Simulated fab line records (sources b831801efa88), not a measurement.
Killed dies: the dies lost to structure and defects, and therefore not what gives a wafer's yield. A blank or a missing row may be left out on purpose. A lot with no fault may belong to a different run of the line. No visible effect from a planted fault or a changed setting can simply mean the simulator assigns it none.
Comparing a struck lot with a sound one / flow sky130 / 15 out of 708 route steps
Sound: wafers L544.1, L544.2, L544.3. Wafers L550.3, L550.4, L550.6 were the ones struck. The cause comes at the end.
At each step with rows: each side's tool, then ch and its chambers, then its first start. Under that, the readings that differ: sound wafers / struck wafers / difference of the means / sigmas: that difference in standard deviations of wafers without a fault.
alike: readings whose means differ by less than 2 such deviations, and words and numbers that are the same on both sides. not compared: withheld readings, readings that some wafer has no value for, bounds like >300 that may hide the same value, and numbers for which the record gives no deviation and whose values overlap.
Wherever a step has rows on one side only, a row that says differs or no value, or a row with sigmas, the two part there. Numbers that have no deviation but don't overlap get no sigmas and don't part them. A reading that every wafer of one side lacks parts them only if that side has two wafers or more.

SKY_PWDE_OVL_MEAS_07:
  sound on overlay-01, day 5 01:03; struck on overlay-01, day 6 08:39
reading=PWDE_OVL (nm); sound=-0.8 -0.8 -1.0; struck=-4.1 -3.0 -3.5; difference=-2.7; sigmas=-2
following that, these wafers have no rows for 1 step: SKY_PWDE_IMPLANT_08.
SKY_PWDE_STRIP_09: strips in O2/N2.
  sound on plasma-asher-01 ch 0,1, day 5 01:14; struck on plasma-asher-02 ch 0,1, day 6 08:52
  alike: chamber-pressure-mTorr, drypump-motor-current-A, oes-product-au, strip-time-to-endpoint-s
  not compared: rf-hours-counter-h
SKY_PWDE_TW_MEAS_10:
  sound on film-metro-04, day 5 01:20; struck on film-metro-03, day 6 08:56
  alike: PWDE_TW
then, 7 steps without rows for these wafers: SKY_NWELL_DEHYDRATE_03 (time 60 s); SKY_NWELL_HMDS_04 (prime time 58.45 s); SKY_NWELL_COAT_05 (resist thk 3000 nm); SKY_NWELL_SOFTBAKE_06; SKY_NWELL_EXPOSE_07 (exposes mask NWM, target cd 840 nm); SKY_NWELL_PEB_08; SKY_NWELL_DEVELOP_09 (develop time 60 s).
SKY_NWELL_OVL_MEAS_10:
  sound on overlay-01, day 5 18:50; struck on overlay-02, day 7 02:24
  alike: NWELL_00_OVL
SKY_NWELL_IMPLANT_11:
  sound on implanter-04 ch 0, day 5 18:53; struck on implanter-04 ch 0, day 7 02:29
reading=beam-energy-keV; sound=400.03 399.91 400.04; struck=407.23 407.20 407.18; difference=+7.21; sigmas=+55
reading=model.implant.drp-nm (nm); sound=116.9 116.9 116.9; struck=118 118 118; difference=+1; sigmas=
then, 2 steps without rows for these wafers: SKY_NWELL_IMPLANT_12; SKY_PAD_OPEN_PROBE_99.

## WHERE THEY PART
Last at SKY_NWELL_IMPLANT_11 as far as this record goes, first at SKY_PWDE_OVL_MEAS_07.

WHY: whatever the simulator had introduced
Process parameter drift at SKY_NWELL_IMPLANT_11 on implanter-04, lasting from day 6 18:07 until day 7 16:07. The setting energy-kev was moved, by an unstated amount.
